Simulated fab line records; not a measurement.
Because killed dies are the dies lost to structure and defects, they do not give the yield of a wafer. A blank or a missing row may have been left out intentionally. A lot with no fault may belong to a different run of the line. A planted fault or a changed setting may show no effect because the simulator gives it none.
fab line records | flow sky130
record: lots: 12 wafers: 36 last-day: 50
route steps=708 shown FIELD_ISO@18 NWELL@67 VT_ADJUST_HVTR@141 LI_CONTACT@374
lots that met no fault: from a run of the same line without faults
start-h: hours from the record's opening day to when the first of the lot's shown wafers began | wait-h: hours from the lot's prior step to this one | " as in the row above | L1.1+2: a row that stands for several wafers | - no value, or no start given | * or withheld: withheld | < > ~ a bound
route shown NAME@n: names a module that has steps shown in the file, with the first one's number in the route | usual: average and standard deviation across the fault-free wafers | same: alike in all rows | chamber/n: place in a boat | sites: each site's reading | _std_site: standard deviation across them | _edge_site: outer sites' mean less inner sites' | radius-mm: how far each site lies from the wafer's centre | mask NAME#n: copy n | behind: the most recent tool/chamber to have shaped the wafer | hold: what put the lot on hold/how long, in hours/how the hold closed | device: whichever transistor did not switch (one of n, p or np) | end of line: at the end of the route, the tests of the same wafers | a step with no rows: only its recipe | killed: dies lost to structure and defects at the first sort, not the wafer's yield | map: shows each die of a wafer: x if killed, . if not, _ if none is there
set.NAME: the setting that was run; set.NAME@STEP: the one run at that earlier step | model.NAME: the simulator's own value behind a step, which no gauge read
steps of the route over a sample of lots; a table a step, a row a wafer
services: from which hour (start-h, from the record's first day; less than 0 if before it) a tool's chamber was out of use, for how many hours, and why
== steps ==
step: SKY_FIELD_ISO_ETCH_17
recipe: target-depth-a: 3420 mask-material: Si3N4 chemistry: HBr/Cl2/O2 target: Si taper-deg: 5 icp-w: 600 bias-w: 150 pressure-mtorr: 15 HBr_flow_sccm: 150 Cl2_flow_sccm: 40 O2_flow_sccm: 6 time-s: 97.7
usual: HBr_flow_sccm: 150.0/0.48 drypump-motor-current-A: 5.7/0.39 he-backside-leak-sccm: 2.7/0.33 mfc-cl2-sccm: 40.00/0.11 oes-product-au: 1.002/0.0078 throttle-valve-pct: 25.655/0.0094
columns lot.wafer tool chamber start-h wait-h HBr_flow_sccm drypump-motor-current-A he-backside-leak-sccm mfc-cl2-sccm oes-product-au rf-hours-counter-h throttle-valve-pct
L783.4 rie-si-02 1 30.09 0.1 150.0 6.0 3.0 39.99 1.008 - 25.658
L783.5 " 2 " " 149.6 5.9 2.4 39.94 1.004 - 25.647
L783.6 " 3 " " 150.2 5.2 2.7 39.91 1.002 - 25.654
L784.4 rie-si-01 1 33.47 0.0 150.1 5.7 2.6 40.05 1.000 105 25.652
L784.5 " 0 " " 150.3 4.9 2.7 40.05 0.994 - 25.665
L784.6 " 3 " " 150.2 5.8 2.4 40.06 1.017 - 25.641
L786.1 rie-si-01 1 44.49 0.1 150.6 5.7 2.5 39.98 1.002 105 25.664
L786.2 " 2 " " 150.1 6.1 2.8 39.74 0.994 0 25.641
L786.3 " 3 " " 149.1 5.7 2.3 39.99 1.013 33 25.648
L787.1 rie-si-01 0 50.54 0.1 150.2 4.9 2.5 39.97 0.993 125 25.641
L787.2 " 1 " " 150.3 5.6 2.7 40.12 0.996 105 25.667
L787.4 " 2 " " 149.6 6.1 2.7 39.90 1.004 0 25.661
L788.2 rie-si-01 1 58.83 0.1 149.4 5.7 2.5 40.01 1.006 105 25.668
L788.3 " 3 " " 150.4 5.7 2.4 40.01 0.995 33 25.660
L788.6 " 3 " " 150.4 5.8 2.3 40.02 0.994 - 25.652
L790.1 rie-si-02 2 66.59 0.1 149.6 5.9 2.5 40.28 1.001 20 25.664
L790.2 " 1 " " 149.6 6.0 3.1 40.09 1.004 111 25.655
L790.6 " 1 " " 149.2 6.0 3.1 40.11 0.991 - 25.638
L791.1 rie-si-02 3 73.56 0.1 150.2 5.2 2.6 40.08 0.992 4 25.651
L791.3 " 0 " " 151.0 6.0 3.1 40.09 1.002 106 25.646
L791.6 " 1 " " 150.1 5.9 3.1 40.11 0.999 - 25.651
L792.2 rie-si-01 3 75.57 0.1 150.8 5.7 2.4 39.76 1.008 33 25.650
L792.3 " 2 " " 150.3 6.1 2.7 39.88 1.015 0 25.656
L792.6 " 2 " " 150.3 6.1 2.7 39.86 1.008 - 25.680
L799.1 rie-si-01 1 118.61 0.1 150.3 5.7 2.6 40.04 1.009 105 25.653
L799.5 " 0 " " 149.6 4.9 2.7 40.14 0.984 - 25.658
L799.6 " 3 " " 149.7 5.7 2.4 40.12 1.021 - 25.657
L800.1 rie-si-02 3 121.91 0.1 149.9 5.3 2.5 39.96 1.007 4 25.650
L800.2 " 1 " " 149.7 5.9 3.1 40.00 1.011 112 25.644
L800.5 " 2 " " 150.0 5.9 2.4 40.14 1.012 - 25.657
L804.1 rie-si-02 3 153.34 0.1 150.3 5.2 2.5 40.08 1.004 4 25.644
L804.4 " 1 " " 150.0 6.0 3.0 40.09 1.009 112 25.672
L804.5 " 0 " " 150.2 6.0 3.2 39.93 1.002 - 25.663
L805.3 rie-si-01 0 154.91 0.0 149.4 4.9 2.5 39.84 0.993 126 25.658
L805.4 " 2 " " 150.3 6.2 2.8 40.01 0.993 1 25.658
L805.5 " 1 " " 149.6 5.7 2.6 39.87 0.992 - 25.654
step: SKY_NWELL_STRIP_14
recipe: chemistry: O2/N2 power-w: 1400 pressure-mtorr: 1500 platen-temp-c: withheld o2-flow-sccm: 3000 n2-flow-sccm: 300 overash-fraction: 0.5
usual: drypump-motor-current-A: 5.9/0.51 oes-product-au: 0.723/0.0053 strip-time-to-endpoint-s: 36.98/0.094
columns lot.wafer tool chamber start-h wait-h drypump-motor-current-A oes-product-au rf-hours-counter-h strip-time-to-endpoint-s
L783.4 plasma-asher-04 0 86.80 0.1 6.2 0.724 - 37.02
L783.5 " 1 " " 5.1 0.721 - 37.04
L783.6 " 0 " " 6.2 0.724 - 36.99
L784.4 plasma-asher-04 1 93.72 0.1 5.1 0.721 - 36.98
L784.5 " 1 " " 5.1 0.718 - 37.04
L784.6 " 0 " " 6.1 0.723 - 37.02
L786.1 plasma-asher-02 0 104.69 0.1 5.4 0.731 43 37.07
L786.2 " 1 " " 6.4 0.720 43 36.89
L786.3 " 0 " " 5.4 0.726 - 37.09
L787.1 plasma-asher-03 1 108.51 0.1 6.5 0.719 23 37.12
L787.2 " 0 " " 5.5 0.732 23 36.99
L787.4 " 1 " " 6.4 0.720 - 37.12
L788.2 plasma-asher-02 0 116.79 0.1 5.4 0.727 44 36.89
L788.3 " 0 " " 5.4 0.718 - 36.93
L788.6 " 0 " " 5.5 0.713 - 36.90
L790.1 plasma-asher-04 1 128.09 0.1 5.1 0.713 47 36.88
L790.2 " 0 " " 6.2 0.719 47 36.89
L790.6 " 1 " " 5.1 0.723 - 36.93
L791.1 plasma-asher-03 0 134.99 0.1 5.5 0.723 26 36.84
L791.3 " 1 " " 6.5 0.722 - 36.91
L791.6 " 0 " " 5.5 0.725 - 36.87
L792.2 plasma-asher-03 0 136.57 0.1 5.5 0.724 26 37.05
L792.3 " 1 " " 6.5 0.723 - 37.04
L792.6 " 0 " " 5.5 0.722 - 37.11
L799.1 plasma-asher-03 1 186.47 0.1 6.5 0.718 29 37.15
L799.5 " 1 " " 6.5 0.722 - 37.04
L799.6 " 0 " " 5.5 0.722 - 37.16
L800.1 plasma-asher-03 0 192.71 0.1 5.5 0.720 29 36.99
L800.2 " 1 " " 6.4 0.725 29 37.25
L800.5 " 0 " " 5.5 0.718 - 37.13
L804.1 plasma-asher-04 1 224.29 0.1 5.1 0.720 58 36.96
L804.4 " 0 " " 6.1 0.723 - 36.92
L804.5 " 1 " " 5.1 0.723 - 36.88
L805.3 plasma-asher-03 0 231.40 0.1 5.5 0.726 - 36.92
L805.4 " 1 " " 6.5 0.715 - 36.85
L805.5 " 0 " " 5.5 0.721 - 36.85
step: SKY_VT_ADJUST_HVTR_STRIP_10
recipe: chemistry: O2/N2 power-w: 1400 pressure-mtorr: 1500 platen-temp-c: withheld o2-flow-sccm: 3000 n2-flow-sccm: 300 overash-fraction: 0.5
usual: drypump-motor-current-A: 5.9/0.51 oes-product-au: 0.715/0.0046 strip-time-to-endpoint-s: 14.20/0.041
columns lot.wafer tool chamber start-h wait-h drypump-motor-current-A oes-product-au rf-hours-counter-h strip-time-to-endpoint-s
L783.4 plasma-asher-04 0 202.99 0.1 6.2 0.713 - 14.24
L783.5 " 1 " " 5.1 0.717 - 14.21
L783.6 " 0 " " 6.2 0.709 - 14.24
L784.4 plasma-asher-03 1 211.68 0.1 6.5 0.711 - 14.24
L784.5 " 0 " " 5.5 0.706 - 14.21
L784.6 " 1 " " 6.5 0.708 - 14.21
L786.1 plasma-asher-04 0 225.29 0.1 6.2 0.713 58 14.16
L786.2 " 1 " " 5.1 0.705 58 14.13
L786.3 " 0 " " 6.2 0.714 - 14.15
L787.1 plasma-asher-04 1 229.58 0.1 5.1 0.705 58 14.19
L787.2 " 0 " " 6.2 0.712 58 14.19
L787.4 " 0 " " 6.1 0.718 - 14.20
L788.2 plasma-asher-03 0 240.26 0.1 5.5 0.715 34 14.15
L788.3 " 0 " " 5.5 0.722 - 14.16
L788.6 " 1 " " 6.5 0.717 - 14.15
L790.1 plasma-asher-04 0 255.34 0.1 6.2 0.710 61 14.19
L790.2 " 1 " " 5.1 0.715 61 14.17
L790.6 " 0 " " 6.1 0.718 - 14.22
L791.1 plasma-asher-04 1 263.04 0.1 5.1 0.712 61 14.24
L791.3 " 0 " " 6.2 0.715 - 14.16
L791.6 " 1 " " 5.1 0.716 - 14.19
L792.2 plasma-asher-03 1 266.24 0.1 6.5 0.712 36 14.19
L792.3 " 0 " " 5.6 0.715 - 14.17
L792.6 " 1 " " 6.5 0.710 - 14.17
L799.1 plasma-asher-03 0 326.56 0.1 5.5 0.731 43 13.97
L799.5 " 1 " " 6.5 0.712 - 14.29
L799.6 " 0 " " 5.5 0.733 - 13.94
L800.1 plasma-asher-03 1 333.94 0.1 6.5 0.716 43 14.21
L800.2 " 0 " " 5.5 0.733 43 13.88
L800.5 " 1 " " 6.5 0.710 - 14.21
L804.1 plasma-asher-02 1 374.09 0.1 6.4 0.722 68 14.22
L804.4 " 0 " " 5.4 0.715 - 14.20
L804.5 " 0 " " 5.4 0.707 - 14.22
L805.3 plasma-asher-02 1 383.29 0.1 6.4 0.718 - 14.16
L805.4 " 0 " " 5.5 0.722 - 14.20
L805.5 " 1 " " 6.4 0.718 - 14.17
step: SKY_LI_CONTACT_CD_MEAS_12
recipe: target-cd-nm: 170
usual: cd-nm: 169.4/1.6
columns lot.wafer tool chamber start-h wait-h cd-nm
L783.4 cd-sem-02 - 682.89 - 169.7
L783.5 " - " " 168.3
L783.6 " - " " 169.1
L784.4 cd-sem-01 - 686.34 - 168.8
L784.5 " - " " 168.1
L784.6 " - " " 167.8
L786.1 cd-sem-02 - 703.80 - 169.5
L786.2 " - " " 171.4
L786.3 " - " " 172.1
L787.1 cd-sem-02 - 706.28 - 168.8
L787.2 " - " " 168.8
L787.4 " - " " 168.5
L788.2 cd-sem-01 - 711.50 - 170.0
L788.3 " - " " 170.3
L788.6 " - " " 170.9
L790.1 cd-sem-02 - 726.90 - 166.9
L790.2 " - " " 167.6
L790.6 " - " " 168.1
L791.1 cd-sem-02 - 738.43 - 171.1
L791.3 " - " " 170.8
L791.6 " - " " 171.8
L792.2 cd-sem-01 - 742.35 - 171.1
L792.3 " - " " 170.6
L792.6 " - " " 170.9
L799.1 cd-sem-02 - 812.93 - 169.6
L799.5 " - " " 169.0
L799.6 " - " " 167.9
L800.1 cd-sem-02 - 818.20 - 169.0
L800.2 " - " " 168.2
L800.5 " - " " 169.0
L804.1 cd-sem-02 - 853.94 - 170.0
L804.4 " - " " 170.6
L804.5 " - " " 169.9
L805.3 cd-sem-01 - 863.73 - 167.1
L805.4 " - " " 168.0
L805.5 " - " " 166.9
== services ==
columns tool chamber start-h hours kind
rie-si-02 0 19.96 14.7 repair
rie-si-01 2 23.87 4.4 repair
plasma-asher-03 - 67.44 12.2 repair
rie-si-02 2 72.51 1.4 repair
rie-si-01 3 93.80 16.0 repair
rie-si-02 0 145.49 4.7 repair
plasma-asher-04 - 147.06 3.0 repair
plasma-asher-03 - 150.54 28.1 pm
plasma-asher-02 - 176.08 14.5 repair
rie-si-01 0 187.06 - clean
rie-si-01 0 187.06 21.1 scheduled-down
rie-si-01 0 187.06 21.1 vent-cycle
rie-si-01 3 192.89 7.1 repair
rie-si-02 1 245.67 - clean
rie-si-02 1 245.67 25.2 scheduled-down
rie-si-02 1 245.67 25.2 vent-cycle
rie-si-01 1 269.84 - clean
rie-si-01 1 269.84 20.0 scheduled-down
rie-si-01 1 269.84 20.0 vent-cycle
rie-si-01 - 289.96 2.8 pm
rie-si-01 1 296.98 7.0 repair
plasma-asher-02 - 338.39 8.6 repair
plasma-asher-02 - 370.82 0.4 repair
plasma-asher-02 - 380.90 2.1 repair
== key ==
first-sign: step: SKY_VT_ADJUST_HVTR_STRIP_10 reading: strip-time-to-endpoint-s direction: down sigmas: 6.5 usual: * struck: *
effect: step: SKY_VT_ADJUST_HVTR_STRIP_10 reading: oes-product-au direction: up sigmas: 3.6 usual: 0.715 struck: 0.732
met-at SKY_VT_ADJUST_HVTR_STRIP_10
struck-lots L799,L800
struck-wafers L799.1,L799.6,L800.2
tester-left-out L799,L800
not-acting-at SKY_FIELD_ISO_ETCH_17,SKY_NWELL_STRIP_14,SKY_LI_CONTACT_CD_MEAS_12
onset-between 266.24 326.56
fault: kind: process-parameter-drift tool: plasma-asher-03 chamber: 0 onset-h: 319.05 steps: SKY_VT_ADJUST_HVTR_STRIP_10 channel: power-w offset: * shape: step end-h: 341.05 acts-in: * stated: *
tester-left-out: of these lots the tester's yield and bins aren't shown, on N5 and GAA mostly nor the transistor test; their killed dies are dies lost to structure and defects alone, not to doping, threshold or leakage, so they don't give the yield
